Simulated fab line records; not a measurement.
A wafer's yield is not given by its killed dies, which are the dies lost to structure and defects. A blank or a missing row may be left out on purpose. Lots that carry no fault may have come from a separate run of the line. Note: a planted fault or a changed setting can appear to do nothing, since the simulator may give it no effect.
2 desks looking at one fault -- flow gf180mcu -- what lay behind the numbers comes last; until then each desk has only its own

== METROLOGY DESK ==
What the gauges read, lot by lot, whatever tool the lot ran on: means of the sampled wafers that have a number. The brackets show how far a lot's mean lies from the usual mean; more than 4 standard deviations puts the lot out of limits, marked OUT.
Columns: A = V2_CVD_02_THK at GF_V2_THK_MEAS_03, usual 849 nm; B = V2_W_THK at GF_V2_THK_MEAS_25, usual 363 nm
lot,first seen here,A,B
L774,day 19 12:24,840,370
L776,day 20 06:44,855,360
L778,day 21 00:44,855,367
L780,day 21 23:22,858,355
L783,day 23 11:40,851,357
L785,day 24 00:31,1034 (+17) OUT,366
L787,day 24 08:04,1038 (+17) OUT,353
L788,day 24 21:50,857,358
L793,day 26 03:52,847,358
L794,day 26 12:25,836,367
L795,day 26 18:08,860,359
Finding of this desk: L785, L787 out of limits, first seen on L785 at day 24 00:31 (V2_CVD_02_THK at GF_V2_THK_MEAS_03). In limits: L774, L776, L778, L780, L783, L788, L793, L794, L795.

== FOR THE TOOL OWNER'S DESK: pecvd-03 ==
The tool's own readings at GF_V2_CVD_02 (deposits SiO2 from TEOS, target thk 850 nm, time 94.851 s): means of the sampled wafers that have a number, for each lot that ran on this tool. The brackets show how far a lot's mean lies from the usual mean; more than 4 standard deviations puts the lot out of limits, marked OUT.
Columns: A = heater-power-w at GF_V2_CVD_02, usual 667 W
lot,first seen here,A
L774,day 19 12:20,629
L776,day 20 06:39,731
L778,day 21 00:40,685
L783,day 23 11:35,673
L785,day 24 00:26,629
L787,day 24 07:59,666
Result from this desk: across the 6 lots, nothing is out of limits.

== TAKEN TOGETHER ==
L785, L787 would have let the metrology desk raise an alarm at day 24 00:31.
The tool owner's desk saw nothing out of limits.
On record at the tool owner's desk: L785, L787, within its limits.
Every lot named ran GF_V2_CVD_02 on pecvd-03.

== WHAT THE SIMULATOR HAD INSERTED ==
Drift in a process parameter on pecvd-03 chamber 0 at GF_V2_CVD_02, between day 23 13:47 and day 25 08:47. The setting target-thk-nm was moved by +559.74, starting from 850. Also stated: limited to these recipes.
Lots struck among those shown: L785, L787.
Time in hours between the start of the fault and the first out-of-limits reading at each desk: metrology desk, 11.
